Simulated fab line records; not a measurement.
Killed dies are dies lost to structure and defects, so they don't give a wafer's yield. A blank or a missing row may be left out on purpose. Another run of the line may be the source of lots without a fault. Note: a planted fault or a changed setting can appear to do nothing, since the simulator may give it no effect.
Comparing a struck lot with a sound one ; flow sky130 ; 17 out of 708 route steps
Sound: the wafers L397.1, L397.2, L397.6. Struck: wafer L408.5 (L408.2, L408.4, from the same lot, were not struck and are left out); the cause is given at the end.
Each step with rows lists, per side, the tool, then ch with its chambers, then its first start. Under that, the readings that differ: sound wafers ; struck wafers ; difference of the means ; sigmas: that difference in standard deviations of wafers without a fault.
alike: a reading whose means differ by less than 2 such deviations, as well as words and numbers matching on both sides. not compared: withheld readings; readings where some wafer has no value; bounds like >300 that might hide an equal value; numbers whose values overlap and for which the record gives no deviation.
A row with sigmas, a row that says differs or no value, or rows on one side alone: a step with any of these is where the two part. Non-overlapping numbers with no deviation appear without sigmas and do not part them. A reading missing from all wafers of one side parts the sides only when that side holds two or more wafers.

first, 9 steps without rows for these wafers: SKY_CAPM_CLEAN_17 (cleans in O3/DIW); SKY_METAL3_DEHYDRATE_05 (time 60 s); SKY_METAL3_HMDS_06 (prime time 60 s); SKY_METAL3_COAT_07 (resist thk 60 nm); SKY_METAL3_COAT_08 (resist thk 1140 nm); SKY_METAL3_SOFTBAKE_09 (time 90 s); SKY_METAL3_EXPOSE_10 (exposes mask MM3, target cd 300 nm); SKY_METAL3_PEB_11; SKY_METAL3_DEVELOP_12 (develop time 60 s).
SKY_METAL3_CD_MEAS_13: target cd 300 nm.
  sound: cd sem-02 at day 38 04:33; struck: cd sem-01 at day 41 11:28
  alike: cd nm
SKY_METAL3_OVL_MEAS_14:
  sound: overlay-01 at day 38 04:40; struck: overlay-02 at day 41 11:35
reading;sound;struck;difference;sigmas
METAL3_OVL (nm);-4 -1 3;15;+16;+3
SKY_METAL3_DESCUM_15: chemistry O2, time 8 s.
  sound on rie metal-01 ch 0, day 38 04:43; struck on rie metal-01 ch 0, day 41 11:37
  alike: drypump motor current A, oes product au, rf fwd power W, temp c
  not compared: rf hours counter h
SKY_METAL3_ETCH_16: etches BARC in N2/H2, stops on SiO2, time 88.2 s, target depth 60 nm.
  sound on rie metal-01 ch 0, day 38 04:46; struck on rie metal-01 ch 0, day 41 11:38
reading;sound;struck;difference;sigmas
oes product au (a.u.);0.617 0.628 0.624;0.574;-0.049;-10
run length s (s);116.1 116.0 116.1;139.6;+23.5;+62
model.KrF-thick_of_METAL3_COAT_08.thk nm (nm);1075 1074 1079;1060;-16;
model.METAL3.cd nm (nm);300.2 300.4 299.3;296.2;-3.8;
model.SiO2_of_CAPM_CVD_00.thk nm (nm);15.58 15.24 15.55;14.48;-0.98;
  alike: drypump motor current A, rf fwd power W, throttle valve pct
  not compared: rf hours counter h
SKY_METAL3_ETCH_17: etches SiO2 in C4F8/O2/Ar, stops on TiN, time 3.9 s, target depth 15 nm.
  sound on rie diel-02 ch 1,2,3, day 38 04:58; struck on rie diel-04 ch 3, day 41 11:44
reading;sound;struck;difference;sigmas
oes product au (a.u.);0.752 0.749 0.756;0.728;-0.024;-3
model.METAL3.cd nm (nm);300.1 300.2 299.3;296.3;-3.6;
model.etch.depth nm (nm);15.58 15.24 15.55;14.48;-0.98;
  alike: rf fwd power W
  not compared: rf hours counter h
SKY_METAL3_METAL_ETCH_18: etches the open film in Cl2/BCl3, stops on SiO2, target depth 845 nm, time 183.1 s.
  sound on rie metal-04 ch 0,1, day 38 04:59; struck on rie metal-03 ch 1, day 41 11:46
reading;sound;struck;difference;sigmas
throttle valve pct (%);22.267 22.265 22.250;22.283;+0.022;+3
model.KrF-thick_of_METAL3_COAT_08.thk nm (nm);514.7 519.6 527.3;513.7;-6.8;
  alike: drypump motor current A, oes product au, rf fwd power W, run length s
  not compared: rf hours counter h
SKY_METAL3_STRIP_19: strips in O2/N2.
  sound on plasma asher-02 ch 0,1, day 38 05:10; struck on plasma asher-01 ch 1, day 41 11:56
  alike: drypump motor current A, oes product au, strip time to endpoint s
  not compared: rf hours counter h
following that, these wafers have no rows for 1 step: SKY_PAD_OPEN_PROBE_99.

## WHERE THEY PART
Earliest at SKY_METAL3_OVL_MEAS_14; latest, in this record, at SKY_METAL3_METAL_ETCH_18. Later steps at which nothing parts them and some readings are alike: SKY_METAL3_STRIP_19.

WHY: the cause the simulator had injected
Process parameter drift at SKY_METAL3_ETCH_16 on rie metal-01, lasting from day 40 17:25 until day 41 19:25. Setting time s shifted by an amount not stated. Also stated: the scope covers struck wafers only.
